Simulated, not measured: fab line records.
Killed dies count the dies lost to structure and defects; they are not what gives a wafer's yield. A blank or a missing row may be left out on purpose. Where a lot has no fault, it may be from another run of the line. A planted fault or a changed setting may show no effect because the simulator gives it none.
What tool caused it? :: flow sky130 :: Sampling: 14 lots, 42 wafers, 7 of 708 route steps

WHAT EACH GAUGE READ, for each wafer
No reading from a measuring or inspecting step in the record can be judged against a usual standard deviation.

TOOL THAT RAN EACH LOT (tool first, then ch and the chambers of the sampled wafers, then the start)
lot: L379
SKY_VIA2_CMP_02: cmp-02 ch 2,3, day 35 04:25
SKY_METAL3_SPUTTER_04: pvd_sputter-03, day 36 08:59
SKY_VIA3_ETCH_14: rie_diel-03 ch 1,2, day 39 15:46
SKY_VIA3_ETCH_15: rie_diel-03 ch 1,2, day 39 15:48
SKY_VIA3_STRIP_16: plasma_asher-04 ch 0,1, day 39 15:54
SKY_VIA3_CVD_21: cvd_w-01 ch 0,1, day 39 16:36
SKY_METAL4_SPUTTER_00: pvd_sputter-03, day 39 17:10

lot: L381
SKY_VIA2_CMP_02: cmp-01 ch 0,3, day 35 20:45
SKY_METAL3_SPUTTER_04: pvd_sputter-02, day 37 01:28
SKY_VIA3_ETCH_14: rie_diel-04 ch 0,2,3, day 40 07:46
SKY_VIA3_ETCH_15: rie_diel-04 ch 0,2,3, day 40 07:48
SKY_VIA3_STRIP_16: plasma_asher-01 ch 0,1, day 40 07:52
SKY_VIA3_CVD_21: cvd_w-01 ch 0, day 40 08:31
SKY_METAL4_SPUTTER_00: pvd_sputter-01, day 40 09:08

lot: L382
SKY_VIA2_CMP_02: cmp-02 ch 1,2,3, day 36 02:40
SKY_METAL3_SPUTTER_04: pvd_sputter-02, day 37 07:20
SKY_VIA3_ETCH_14: rie_diel-04 ch 0,2,3, day 40 12:17
SKY_VIA3_ETCH_15: rie_diel-04 ch 0,2,3, day 40 12:20
SKY_VIA3_STRIP_16: plasma_asher-04 ch 0,1, day 40 12:23
SKY_VIA3_CVD_21: cvd_w-02 ch 0,1, day 40 13:03
SKY_METAL4_SPUTTER_00: pvd_sputter-01, day 40 13:39

lot: L383
SKY_VIA2_CMP_02: cmp-02 ch 0,1, day 36 16:58
SKY_METAL3_SPUTTER_04: pvd_sputter-02, day 37 20:28
SKY_VIA3_ETCH_14: rie_diel-03 ch 1,2, day 41 02:10
SKY_VIA3_ETCH_15: rie_diel-03 ch 1,2, day 41 02:12
SKY_VIA3_STRIP_16: plasma_asher-01 ch 0,1, day 41 02:16
SKY_VIA3_CVD_21: cvd_w-02 ch 0,1, day 41 02:55
SKY_METAL4_SPUTTER_00: pvd_sputter-01, day 41 03:31

lot: L386
SKY_VIA2_CMP_02: cmp-02 ch 1,3, day 37 09:26
SKY_METAL3_SPUTTER_04: pvd_sputter-03, day 38 12:59
SKY_VIA3_ETCH_14: rie_diel-03 ch 0,2,3, day 41 17:37
SKY_VIA3_ETCH_15: rie_diel-03 ch 0,2,3, day 41 17:39
SKY_VIA3_STRIP_16: plasma_asher-01 ch 0,1, day 41 17:45
SKY_VIA3_CVD_21: cvd_w-02 ch 0,1, day 41 18:25
SKY_METAL4_SPUTTER_00: pvd_sputter-01, day 41 18:58

lot: L392
SKY_VIA2_CMP_02: cmp-02 ch 0,1,3, day 39 07:27
SKY_METAL3_SPUTTER_04: pvd_sputter-02, day 40 10:12
SKY_VIA3_ETCH_14: rie_diel-04 ch 0,1,3, day 43 12:26
SKY_VIA3_ETCH_15: rie_diel-04 ch 0,1,3, day 43 12:28
SKY_VIA3_STRIP_16: plasma_asher-04 ch 0,1, day 43 12:32
SKY_VIA3_CVD_21: cvd_w-01 ch 0,1, day 43 13:11
SKY_METAL4_SPUTTER_00: pvd_sputter-03, day 43 13:48

lot: L393
SKY_VIA2_CMP_02: cmp-01 ch 1,3, day 39 16:29
SKY_METAL3_SPUTTER_04: pvd_sputter-02, day 40 19:26
SKY_VIA3_ETCH_14: rie_diel-02 ch 0,1, day 43 19:44
SKY_VIA3_ETCH_15: rie_diel-02 ch 0,1, day 43 19:47
SKY_VIA3_STRIP_16: plasma_asher-04 ch 0,1, day 43 19:51
SKY_VIA3_CVD_21: cvd_w-01 ch 1, day 43 20:30
SKY_METAL4_SPUTTER_00: pvd_sputter-03, day 43 21:06

lot: L394
SKY_VIA2_CMP_02: cmp-01 ch 1,3, day 39 23:19
SKY_METAL3_SPUTTER_04: pvd_sputter-01, day 41 02:22
SKY_VIA3_ETCH_14: rie_diel-04 ch 1,2, day 44 01:53
SKY_VIA3_ETCH_15: rie_diel-04 ch 1,2, day 44 01:55
SKY_VIA3_STRIP_16: plasma_asher-02 ch 1, day 44 01:59
SKY_VIA3_CVD_21: cvd_w-02 ch 0,1, day 44 02:38
SKY_METAL4_SPUTTER_00: pvd_sputter-03, day 44 03:14

lot: L395
SKY_VIA2_CMP_02: cmp-01 ch 0,2,3, day 40 06:38
SKY_METAL3_SPUTTER_04: pvd_sputter-02, day 41 08:50
SKY_VIA3_ETCH_14: rie_diel-03 ch 1,2,3, day 44 07:17
SKY_VIA3_ETCH_15: rie_diel-03 ch 1,2,3, day 44 07:19
SKY_VIA3_STRIP_16: plasma_asher-01 ch 0,1, day 44 07:23
SKY_VIA3_CVD_21: cvd_w-02 ch 0,1, day 44 08:02
SKY_METAL4_SPUTTER_00: pvd_sputter-03, day 44 08:38

lot: L396
SKY_VIA2_CMP_02: cmp-02 ch 0,3, day 40 19:51
SKY_METAL3_SPUTTER_04: pvd_sputter-03, day 41 22:10
SKY_VIA3_ETCH_14: rie_diel-04 ch 1,2, day 44 19:38
SKY_VIA3_ETCH_15: rie_diel-04 ch 1,2, day 44 19:40
SKY_VIA3_STRIP_16: plasma_asher-02 ch 0,1, day 44 19:46
SKY_VIA3_CVD_21: cvd_w-02 ch 0,1, day 44 20:26
SKY_METAL4_SPUTTER_00: pvd_sputter-01, day 44 20:59

lot: L398
SKY_VIA2_CMP_02: cmp-02 ch 1,3, day 42 10:47
SKY_METAL3_SPUTTER_04: pvd_sputter-01, day 43 11:36
SKY_VIA3_ETCH_14: rie_diel-03 ch 0,1,2, day 46 06:25
SKY_VIA3_ETCH_15: rie_diel-03 ch 0,1,2, day 46 06:27
SKY_VIA3_STRIP_16: plasma_asher-04 ch 0,1, day 46 06:33
SKY_VIA3_CVD_21: cvd_w-01 ch 0,1, day 46 07:13
SKY_METAL4_SPUTTER_00: pvd_sputter-01, day 46 07:55

lot: L399
SKY_VIA2_CMP_02: cmp-02 ch 0,1,3, day 42 12:55
SKY_METAL3_SPUTTER_04: pvd_sputter-03, day 43 13:34
SKY_VIA3_ETCH_14: rie_diel-03 ch 0,3, day 46 07:48
SKY_VIA3_ETCH_15: rie_diel-03 ch 0,3, day 46 07:50
SKY_VIA3_STRIP_16: plasma_asher-01 ch 0, day 46 07:54
SKY_VIA3_CVD_21: cvd_w-01 ch 1, day 46 08:34
SKY_METAL4_SPUTTER_00: pvd_sputter-01, day 46 09:10

lot: L397
SKY_VIA2_CMP_02: cmp-01 ch 1,2, day 42 14:16
SKY_METAL3_SPUTTER_04: pvd_sputter-01, day 43 15:29
SKY_VIA3_ETCH_14: rie_diel-03 ch 0,1,2, day 46 10:14
SKY_VIA3_ETCH_15: rie_diel-03 ch 0,1,2, day 46 10:17
SKY_VIA3_STRIP_16: plasma_asher-04 ch 0,1, day 46 10:21
SKY_VIA3_CVD_21: cvd_w-01 ch 0,1, day 46 11:00
SKY_METAL4_SPUTTER_00: pvd_sputter-03, day 46 11:36

lot: L400
SKY_VIA2_CMP_02: cmp-01 ch 0,1,3, day 42 18:28
SKY_METAL3_SPUTTER_04: pvd_sputter-02, day 43 19:22
SKY_VIA3_ETCH_14: rie_diel-02 ch 1,2,3, day 46 14:04
SKY_VIA3_ETCH_15: rie_diel-02 ch 1,2,3, day 46 14:06
SKY_VIA3_STRIP_16: plasma_asher-01 ch 0,1, day 46 14:10
SKY_VIA3_CVD_21: cvd_w-01 ch 0,1, day 46 14:49
SKY_METAL4_SPUTTER_00: pvd_sputter-01, day 46 15:47
- SKY_VIA2_CMP_02: polishes SiO2.
- SKY_METAL3_SPUTTER_04: material TiN, target thk 70 nm, time 58.3 s.
- SKY_VIA3_ETCH_14: etches BARC in N2/H2, stops on SiO2, time 45.9 s, target depth 60 nm.
- SKY_VIA3_ETCH_15: etches SiO2 in C4F8/O2/Ar, stops on TiN, target depth 507 nm, time 78 s.
- SKY_VIA3_STRIP_16: strips in O2/N2.
- SKY_VIA3_CVD_21: deposits W, target thk 390 nm, time 117.31 s.
- SKY_METAL4_SPUTTER_00: material Ti, target thk 15 nm, time 10 s.

WHAT THE TOOLS THEMSELVES READ (means of the sampled wafers that have a number; where no wafer has one, the mark that the record gives instead)
SKY_VIA2_CMP_02. Usual: motor_current_A 12.2 A, standard deviation 0.78.
lot: L379
tool: cmp-02
motor_current_A (A): 11.5
flag: 

lot: L381
tool: cmp-01
motor_current_A (A): 12.1
flag: 

lot: L382
tool: cmp-02
motor_current_A (A): 12.0
flag: 

lot: L383
tool: cmp-02
motor_current_A (A): 13.2
flag: 

lot: L386
tool: cmp-02
motor_current_A (A): 12.4
flag: 

lot: L392
tool: cmp-02
motor_current_A (A): 12.5
flag: 

lot: L393
tool: cmp-01
motor_current_A (A): 12.5
flag: 

lot: L394
tool: cmp-01
motor_current_A (A): 11.9
flag: 

lot: L395
tool: cmp-01
motor_current_A (A): 12.1
flag: 

lot: L396
tool: cmp-02
motor_current_A (A): 11.5
flag: 

lot: L398
tool: cmp-02
motor_current_A (A): 13.2
flag: 

lot: L399
tool: cmp-02
motor_current_A (A): 12.7
flag: 

lot: L397
tool: cmp-01
motor_current_A (A): 12.1
flag: 

lot: L400
tool: cmp-01
motor_current_A (A): 12.3
flag: 

SKY_METAL3_SPUTTER_04. Usual: throttle_valve_pct 30.3 %, standard deviation 0.8.
lot: L379
tool: pvd_sputter-03
throttle_valve_pct (%): 29.9
flag: 

lot: L381
tool: pvd_sputter-02
throttle_valve_pct (%): 30.4
flag: 

lot: L382
tool: pvd_sputter-02
throttle_valve_pct (%): 30.4
flag: 

lot: L383
tool: pvd_sputter-02
throttle_valve_pct (%): 30.7
flag: 

lot: L386
tool: pvd_sputter-03
throttle_valve_pct (%): 30.4
flag: 

lot: L392
tool: pvd_sputter-02
throttle_valve_pct (%): 30.2
flag: 

lot: L393
tool: pvd_sputter-02
throttle_valve_pct (%): 29.8
flag: 

lot: L394
tool: pvd_sputter-01
throttle_valve_pct (%): 30.3
flag: 

lot: L395
tool: pvd_sputter-02
throttle_valve_pct (%): 30.6
flag: 

lot: L396
tool: pvd_sputter-03
throttle_valve_pct (%): 29.8
flag: 

lot: L398
tool: pvd_sputter-01
throttle_valve_pct (%): 30.2
flag: 

lot: L399
tool: pvd_sputter-03
throttle_valve_pct (%): 29.9
flag: 

lot: L397
tool: pvd_sputter-01
throttle_valve_pct (%): 30.1
flag: 

lot: L400
tool: pvd_sputter-02
throttle_valve_pct (%): 29.8
flag: 

SKY_VIA3_ETCH_14. Usual: drypump_motor_current_A 5.8 A, standard deviation 0.3; oes_product_au 0.855 a.u., standard deviation 0.0049; rf_fwd_power_W 495.6 W, standard deviation 2; run_length_s 74.3 s, standard deviation 0.52; throttle_valve_pct 13.225 %, standard deviation 0.0094.
lot: L379
tool: rie_diel-03
drypump_motor_current_A (A): 6.0
oes_product_au (a.u.): 0.859
rf_fwd_power_W (W): 494.0
run_length_s (s): 73.7
throttle_valve_pct (%): 13.231
flag: 

lot: L381
tool: rie_diel-04
drypump_motor_current_A (A): 5.8
oes_product_au (a.u.): 0.848
rf_fwd_power_W (W): 496.6
run_length_s (s): 74.3
throttle_valve_pct (%): 13.225
flag: 

lot: L382
tool: rie_diel-04
drypump_motor_current_A (A): 5.8
oes_product_au (a.u.): 0.860
rf_fwd_power_W (W): 494.6
run_length_s (s): 74.0
throttle_valve_pct (%): 13.229
flag: 

lot: L383
tool: rie_diel-03
drypump_motor_current_A (A): 6.2
oes_product_au (a.u.): 0.852
rf_fwd_power_W (W): 495.1
run_length_s (s): 73.9
throttle_valve_pct (%): 13.221
flag: 

lot: L386
tool: rie_diel-03
drypump_motor_current_A (A): 5.7
oes_product_au (a.u.): 0.855
rf_fwd_power_W (W): 497.1
run_length_s (s): 74.4
throttle_valve_pct (%): 13.234
flag: 

lot: L392
tool: rie_diel-04
drypump_motor_current_A (A): 5.6
oes_product_au (a.u.): 0.861
rf_fwd_power_W (W): 496.0
run_length_s (s): 74.2
throttle_valve_pct (%): 13.213
flag: 

lot: L393
tool: rie_diel-02
drypump_motor_current_A (A): 5.8
oes_product_au (a.u.): 0.860
rf_fwd_power_W (W): 495.7
run_length_s (s): 74.0
throttle_valve_pct (%): 13.232
flag: 

lot: L394
tool: rie_diel-04
drypump_motor_current_A (A): 5.8
oes_product_au (a.u.): 0.899
rf_fwd_power_W (W): 494.8
run_length_s (s): 69.8
throttle_valve_pct (%): 13.226
flag: OFF

lot: L395
tool: rie_diel-03
drypump_motor_current_A (A): 5.9
oes_product_au (a.u.): 0.853
rf_fwd_power_W (W): 495.0
run_length_s (s): 74.5
throttle_valve_pct (%): 13.222
flag: 

lot: L396
tool: rie_diel-04
drypump_motor_current_A (A): 5.9
oes_product_au (a.u.): 0.955
rf_fwd_power_W (W): 495.1
run_length_s (s): 65.1
throttle_valve_pct (%): 13.235
flag: OFF

lot: L398
tool: rie_diel-03
drypump_motor_current_A (A): 6.0
oes_product_au (a.u.): 0.858
rf_fwd_power_W (W): 494.6
run_length_s (s): 74.0
throttle_valve_pct (%): 13.212
flag: 

lot: L399
tool: rie_diel-03
drypump_motor_current_A (A): 5.7
oes_product_au (a.u.): 0.852
rf_fwd_power_W (W): 498.3
run_length_s (s): 74.9
throttle_valve_pct (%): 13.224
flag: 

lot: L397
tool: rie_diel-03
drypump_motor_current_A (A): 5.9
oes_product_au (a.u.): 0.853
rf_fwd_power_W (W): 494.5
run_length_s (s): 74.2
throttle_valve_pct (%): 13.222
flag: 

lot: L400
tool: rie_diel-02
drypump_motor_current_A (A): 5.7
oes_product_au (a.u.): 0.854
rf_fwd_power_W (W): 494.5
run_length_s (s): 74.2
throttle_valve_pct (%): 13.226
flag: 

SKY_VIA3_ETCH_15. Usual: oes_product_au 0.946 a.u., standard deviation 0.0049; rf_fwd_power_W 1490 W, standard deviation 4.8; run_length_s 106.3 s, standard deviation 0.5.
lot: L379
tool: rie_diel-03
oes_product_au (a.u.): 0.945
rf_fwd_power_W (W): 1489
run_length_s (s): 106.1
flag: 

lot: L381
tool: rie_diel-04
oes_product_au (a.u.): 0.945
rf_fwd_power_W (W): 1493
run_length_s (s): 106.3
flag: 

lot: L382
tool: rie_diel-04
oes_product_au (a.u.): 0.946
rf_fwd_power_W (W): 1492
run_length_s (s): 106.3
flag: 

lot: L383
tool: rie_diel-03
oes_product_au (a.u.): 0.951
rf_fwd_power_W (W): 1488
run_length_s (s): 106.1
flag: 

lot: L386
tool: rie_diel-03
oes_product_au (a.u.): 0.940
rf_fwd_power_W (W): 1492
run_length_s (s): 106.3
flag: 

lot: L392
tool: rie_diel-04
oes_product_au (a.u.): 0.942
rf_fwd_power_W (W): 1491
run_length_s (s): 106.3
flag: 

lot: L393
tool: rie_diel-02
oes_product_au (a.u.): 0.947
rf_fwd_power_W (W): 1495
run_length_s (s): 106.3
flag: 

lot: L394
tool: rie_diel-04
oes_product_au (a.u.): 0.755
rf_fwd_power_W (W): 1490
run_length_s (s): 106.8
flag: OFF

lot: L395
tool: rie_diel-03
oes_product_au (a.u.): 0.945
rf_fwd_power_W (W): 1490
run_length_s (s): 106.4
flag: 

lot: L396
tool: rie_diel-04
oes_product_au (a.u.): 0.563
rf_fwd_power_W (W): 1489
run_length_s (s): 106.3
flag: OFF

lot: L398
tool: rie_diel-03
oes_product_au (a.u.): 0.951
rf_fwd_power_W (W): 1489
run_length_s (s): 106.3
flag: 

lot: L399
tool: rie_diel-03
oes_product_au (a.u.): 0.948
rf_fwd_power_W (W): 1494
run_length_s (s): 106.9
flag: 

lot: L397
tool: rie_diel-03
oes_product_au (a.u.): 0.950
rf_fwd_power_W (W): 1489
run_length_s (s): 106.3
flag: 

lot: L400
tool: rie_diel-02
oes_product_au (a.u.): 0.950
rf_fwd_power_W (W): 1489
run_length_s (s): 106.3
flag: 

SKY_VIA3_STRIP_16. Usual: drypump_motor_current_A 6.0 A, standard deviation 0.55; oes_product_au 0.402 a.u., standard deviation 0.0049; strip_time_to_endpoint_s 4.129 s, standard deviation 0.03.
lot: L379
tool: plasma_asher-04
drypump_motor_current_A (A): 6.1
oes_product_au (a.u.): 0.404
strip_time_to_endpoint_s (s): 4.142
flag: 

lot: L381
tool: plasma_asher-01
drypump_motor_current_A (A): 6.0
oes_product_au (a.u.): 0.402
strip_time_to_endpoint_s (s): 4.127
flag: 

lot: L382
tool: plasma_asher-04
drypump_motor_current_A (A): 6.1
oes_product_au (a.u.): 0.402
strip_time_to_endpoint_s (s): 4.118
flag: 

lot: L383
tool: plasma_asher-01
drypump_motor_current_A (A): 6.0
oes_product_au (a.u.): 0.403
strip_time_to_endpoint_s (s): 4.106
flag: 

lot: L386
tool: plasma_asher-01
drypump_motor_current_A (A): 6.3
oes_product_au (a.u.): 0.396
strip_time_to_endpoint_s (s): 4.125
flag: 

lot: L392
tool: plasma_asher-04
drypump_motor_current_A (A): 6.1
oes_product_au (a.u.): 0.407
strip_time_to_endpoint_s (s): 4.151
flag: 

lot: L393
tool: plasma_asher-04
drypump_motor_current_A (A): 5.7
oes_product_au (a.u.): 0.401
strip_time_to_endpoint_s (s): 4.144
flag: 

lot: L394
tool: plasma_asher-02
drypump_motor_current_A (A): 6.5
oes_product_au (a.u.): 0.402
strip_time_to_endpoint_s (s): 4.171
flag: 

lot: L395
tool: plasma_asher-01
drypump_motor_current_A (A): 6.3
oes_product_au (a.u.): 0.403
strip_time_to_endpoint_s (s): 4.104
flag: 

lot: L396
tool: plasma_asher-02
drypump_motor_current_A (A): 6.1
oes_product_au (a.u.): 0.405
strip_time_to_endpoint_s (s): 4.236
flag: OFF

lot: L398
tool: plasma_asher-04
drypump_motor_current_A (A): 6.1
oes_product_au (a.u.): 0.395
strip_time_to_endpoint_s (s): 4.121
flag: 

lot: L399
tool: plasma_asher-01
drypump_motor_current_A (A): 5.8
oes_product_au (a.u.): 0.403
strip_time_to_endpoint_s (s): 4.107
flag: 

lot: L397
tool: plasma_asher-04
drypump_motor_current_A (A): 5.7
oes_product_au (a.u.): 0.403
strip_time_to_endpoint_s (s): 4.132
flag: 

lot: L400
tool: plasma_asher-01
drypump_motor_current_A (A): 6.3
oes_product_au (a.u.): 0.406
strip_time_to_endpoint_s (s): 4.144
flag: 

SKY_VIA3_CVD_21. Usual: heater_power_w 848 W, standard deviation 100.
lot: L379
tool: cvd_w-01
heater_power_w (W): 763
flag: 

lot: L381
tool: cvd_w-01
heater_power_w (W): 724
flag: 

lot: L382
tool: cvd_w-02
heater_power_w (W): 886
flag: 

lot: L383
tool: cvd_w-02
heater_power_w (W): 883
flag: 

lot: L386
tool: cvd_w-02
heater_power_w (W): 900
flag: 

lot: L392
tool: cvd_w-01
heater_power_w (W): 756
flag: 

lot: L393
tool: cvd_w-01
heater_power_w (W): 850
flag: 

lot: L394
tool: cvd_w-02
heater_power_w (W): 896
flag: 

lot: L395
tool: cvd_w-02
heater_power_w (W): 937
flag: 

lot: L396
tool: cvd_w-02
heater_power_w (W): 901
flag: 

lot: L398
tool: cvd_w-01
heater_power_w (W): 767
flag: 

lot: L399
tool: cvd_w-01
heater_power_w (W): 846
flag: 

lot: L397
tool: cvd_w-01
heater_power_w (W): 770
flag: 

lot: L400
tool: cvd_w-01
heater_power_w (W): 809
flag: 

SKY_METAL4_SPUTTER_00. Usual: throttle_valve_pct 30.4 %, standard deviation 0.68.
lot: L379
tool: pvd_sputter-03
throttle_valve_pct (%): 29.9
flag: 

lot: L381
tool: pvd_sputter-01
throttle_valve_pct (%): 30.9
flag: 

lot: L382
tool: pvd_sputter-01
throttle_valve_pct (%): 29.7
flag: 

lot: L383
tool: pvd_sputter-01
throttle_valve_pct (%): 30.3
flag: 

lot: L386
tool: pvd_sputter-01
throttle_valve_pct (%): 30.9
flag: 

lot: L392
tool: pvd_sputter-03
throttle_valve_pct (%): 30.0
flag: 

lot: L393
tool: pvd_sputter-03
throttle_valve_pct (%): 30.1
flag: 

lot: L394
tool: pvd_sputter-03
throttle_valve_pct (%): 30.2
flag: 

lot: L395
tool: pvd_sputter-03
throttle_valve_pct (%): 29.8
flag: 

lot: L396
tool: pvd_sputter-01
throttle_valve_pct (%): 29.4
flag: 

lot: L398
tool: pvd_sputter-01
throttle_valve_pct (%): 29.8
flag: 

lot: L399
tool: pvd_sputter-01
throttle_valve_pct (%): 31.2
flag: 

lot: L397
tool: pvd_sputter-03
throttle_valve_pct (%): 29.8
flag: 

lot: L400
tool: pvd_sputter-01
throttle_valve_pct (%): 30.1
flag: 

THE ANSWER, worked out from the rows above alone
Rule: lot off if the mean of its wafers having a number is beyond 3 standard deviations from the usual mean. A lot without any number at a reading at which 4 lots or more have one is off too. Where the step has rows for the other lots, those lots are counted as sound. Order of review: gauges by route order, followed by the tools' own readings, for which a lot's mean as printed above is used. At the first step where some lot is off, the reading lying furthest off is the one used; lots without a number count as furthest.
Off: L394, L396, at SKY_VIA3_ETCH_14 (oes_product_au).
A tool fits if, at that step or a process step before it, it ran every lot that is off, and no sound lot after the first of them. One fits: rie_diel-04 at SKY_VIA3_ETCH_14. Its last sound lot is L392 (day 43 12:26), its first lot that is off L394 (day 44 01:53): a fault that began between those two fits.
The tool's own readings at SKY_VIA3_ETCH_14 bear it out: on the lots that are off they differ by more than 5 times the standard deviation of the sound lots' means. oes_product_au reads 0.927 a.u. there against 0.855 a.u. on the sound lots; run_length_s reads 67.4 s there against 74.2 s on the sound lots.

WHAT WAS PUT IN BY THE SIMULATOR
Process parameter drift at SKY_VIA3_ETCH_14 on rie_diel-04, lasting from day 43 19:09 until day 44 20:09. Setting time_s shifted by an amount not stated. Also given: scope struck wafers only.
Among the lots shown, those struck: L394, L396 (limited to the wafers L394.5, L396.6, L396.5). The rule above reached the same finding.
